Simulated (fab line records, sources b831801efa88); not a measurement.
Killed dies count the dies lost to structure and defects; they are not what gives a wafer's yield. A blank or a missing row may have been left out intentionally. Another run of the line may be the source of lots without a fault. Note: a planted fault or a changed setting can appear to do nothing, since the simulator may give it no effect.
Split-lot experiment / flow gf180mcu / 23 wafers read across 5 lots, on a route 602 steps long

## ABOUT THE SPLIT
At GF_V5_CMP_04 (polishes SiO2), the setting leave_above_ref_nm was moved away from the recipe's 855 nm on 9 of the 23 wafers read, by -5.9% to +2.9%. For the rest of the wafers, this setting stayed at what the recipe calls for.

## FROM THE SPLIT TO THE READING: what the file shows between them, 4 steps
- GF_V5_EXPOSE_11: exposes mask Via5, target cd 260 nm (also split here: dose_mj)
- GF_V5_DEVELOP_13: develop time 60 s (also split here: dev_temp_c)
- GF_V5_CD_MEAS_14: target cd 260 nm
- GF_V5_ETCH_16: etches BARC in N2/H2

## THE READING
oes_product_au, in a.u., at GF_V5_ETCH_17 (etches SiO2 in C4F8/O2/Ar, stops on TiN, target depth 855 nm). Typical for fault-free wafers on this fab line: 0.859 a.u., with standard deviation 0.0053 a.u.

wafer=L074.1; tool, chamber at the split=cmp-02, 1; leave_above_ref_nm as run, nm=855; against the recipe=recipe; oes_product_au, a.u.=0.863; against lot-mates on the recipe=-
wafer=L074.2; tool, chamber at the split=cmp-02, 2; leave_above_ref_nm as run, nm=805.8; against the recipe=-5.8%; oes_product_au, a.u.=0.831; against lot-mates on the recipe=-0.026
wafer=L074.3; tool, chamber at the split=cmp-02, 3; leave_above_ref_nm as run, nm=805.8; against the recipe=-5.8%; oes_product_au, a.u.=0.840; against lot-mates on the recipe=-0.017
wafer=L074.4; tool, chamber at the split=cmp-02, 0; leave_above_ref_nm as run, nm=855; against the recipe=recipe; oes_product_au, a.u.=0.852; against lot-mates on the recipe=-
wafer=L074.6; tool, chamber at the split=cmp-02, 1; leave_above_ref_nm as run, nm=855; against the recipe=recipe; oes_product_au, a.u.=0.856; against lot-mates on the recipe=-
wafer=L076.1; tool, chamber at the split=cmp-01, 2; leave_above_ref_nm as run, nm=855; against the recipe=recipe; oes_product_au, a.u.=0.867; against lot-mates on the recipe=-
wafer=L076.2; tool, chamber at the split=cmp-01, 0; leave_above_ref_nm as run, nm=855; against the recipe=recipe; oes_product_au, a.u.=0.850; against lot-mates on the recipe=-
wafer=L076.4; tool, chamber at the split=cmp-01, 1; leave_above_ref_nm as run, nm=804.7; against the recipe=-5.9%; oes_product_au, a.u.=0.831; against lot-mates on the recipe=-0.026
wafer=L076.5; tool, chamber at the split=cmp-01, 2; leave_above_ref_nm as run, nm=804.7; against the recipe=-5.9%; oes_product_au, a.u.=0.830; against lot-mates on the recipe=-0.027
wafer=L076.6; tool, chamber at the split=cmp-01, 1; leave_above_ref_nm as run, nm=855; against the recipe=recipe; oes_product_au, a.u.=0.854; against lot-mates on the recipe=-
wafer=L077.1; tool, chamber at the split=cmp-01, 1; leave_above_ref_nm as run, nm=855; against the recipe=recipe; oes_product_au, a.u.=0.863; against lot-mates on the recipe=-
wafer=L077.5; tool, chamber at the split=cmp-01, 1; leave_above_ref_nm as run, nm=855; against the recipe=recipe; oes_product_au, a.u.=0.855; against lot-mates on the recipe=-
wafer=L077.6; tool, chamber at the split=cmp-01, 2; leave_above_ref_nm as run, nm=855; against the recipe=recipe; oes_product_au, a.u.=0.864; against lot-mates on the recipe=-
wafer=L078.1; tool, chamber at the split=cmp-01, 2; leave_above_ref_nm as run, nm=877.3; against the recipe=+2.6%; oes_product_au, a.u.=0.879; against lot-mates on the recipe=+0.018
wafer=L078.2; tool, chamber at the split=cmp-01, 0,2; leave_above_ref_nm as run, nm=855; against the recipe=recipe; oes_product_au, a.u.=0.859; against lot-mates on the recipe=-
wafer=L078.4; tool, chamber at the split=cmp-01, 3; leave_above_ref_nm as run, nm=877.3; against the recipe=+2.6%; oes_product_au, a.u.=0.865; against lot-mates on the recipe=+0.004
wafer=L078.5; tool, chamber at the split=cmp-01, 0,2; leave_above_ref_nm as run, nm=855; against the recipe=recipe; oes_product_au, a.u.=0.864; against lot-mates on the recipe=-
wafer=L078.6; tool, chamber at the split=cmp-01, 1; leave_above_ref_nm as run, nm=877.3; against the recipe=+2.6%; oes_product_au, a.u.=0.872; against lot-mates on the recipe=+0.011
wafer=L080.2; tool, chamber at the split=cmp-01, 1; leave_above_ref_nm as run, nm=879.6; against the recipe=+2.9%; oes_product_au, a.u.=0.875; against lot-mates on the recipe=+0.016
wafer=L080.3; tool, chamber at the split=cmp-01, 3; leave_above_ref_nm as run, nm=855; against the recipe=recipe; oes_product_au, a.u.=0.859; against lot-mates on the recipe=-
wafer=L080.4; tool, chamber at the split=cmp-01, 0; leave_above_ref_nm as run, nm=855; against the recipe=recipe; oes_product_au, a.u.=0.860; against lot-mates on the recipe=-
wafer=L080.5; tool, chamber at the split=cmp-01, 3; leave_above_ref_nm as run, nm=879.6; against the recipe=+2.9%; oes_product_au, a.u.=0.887; against lot-mates on the recipe=+0.028
wafer=L080.6; tool, chamber at the split=cmp-01, 0; leave_above_ref_nm as run, nm=855; against the recipe=recipe; oes_product_au, a.u.=0.859; against lot-mates on the recipe=-
The file does not say which wafer passed through which chamber wherever a row lists several chambers: such a row stands for several wafers.

FIT RESULTS
A straight line over all 23 wafers: oes_product_au changes by +0.0049 a.u. for each +1% of leave_above_ref_nm; r = +0.93; the points scatter about the line by 0.0057 a.u.
The same after taking each lot's own level away (the mean of its wafers on the recipe; 23 wafers): +0.0045 a.u. for each +1%; r = +0.91; scatter 0.0056 a.u.
According to that fit, moving leave_above_ref_nm by its largest amount changes the reading by 0.026 a.u.
The span of the lots' own levels, 0.8570 to 0.8615 a.u., comes to 0.8 times the standard deviation stated above.
Hence the lot-to-lot level has little effect on the slope; both slopes agree.
Check: for one of the wafers moved furthest among these (-5.9%), held out of the fit, the line's prediction against its lot-mates is -0.0253 a.u. Against them it came out at -0.026 a.u.

## THE OTHER SPLITS THESE WAFERS WENT THROUGH
Note: prior to the reading, these wafers also went through further splits. Each is held against what the fit with the lots' levels taken away leaves over:
other split on the same wafers=GF_MIM_DEVELOP_18 dev_temp_c; wafers away from the commonest value=8; r with oes_product_au (lot level and that fit taken away)=+0.07
other split on the same wafers=GF_M5_EXPOSE_04 dose_mj; wafers away from the commonest value=7; r with oes_product_au (lot level and that fit taken away)=-0.12
other split on the same wafers=GF_V5_EXPOSE_11 dose_mj; wafers away from the commonest value=8; r with oes_product_au (lot level and that fit taken away)=+0.15
other split on the same wafers=GF_V5_DEVELOP_13 dev_temp_c; wafers away from the commonest value=11; r with oes_product_au (lot level and that fit taken away)=+0.01

## THE WHOLE CHAIN: every reading that the file lists as answering this split, in the file's order
step=GF_V5_CMP_04; what it does=polishes SiO2; reading=SiO2_of_V5_CVD_02.thk_nm (the simulator's own value, which no gauge read); change (the file's fit)=+8.63 nm for each +1% of the setting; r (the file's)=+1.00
step=GF_V5_ETCH_17; what it does=etches SiO2 in C4F8/O2/Ar, stops on TiN, target depth 855 nm; reading=oes_product_au; change (the file's fit)=+0.00442 a.u. for each +1% of the setting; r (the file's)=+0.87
step=GF_V5_ETCH_17; what it does=etches SiO2 in C4F8/O2/Ar, stops on TiN, target depth 855 nm; reading=V5.feature_depth_nm (the simulator's own value, which no gauge read); change (the file's fit)=+8.63 nm for each +1% of the setting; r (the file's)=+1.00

## THE FILE'S OWN FIT
oes_product_au changes by +0.00442 a.u. for each +1% of leave_above_ref_nm, r = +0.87.
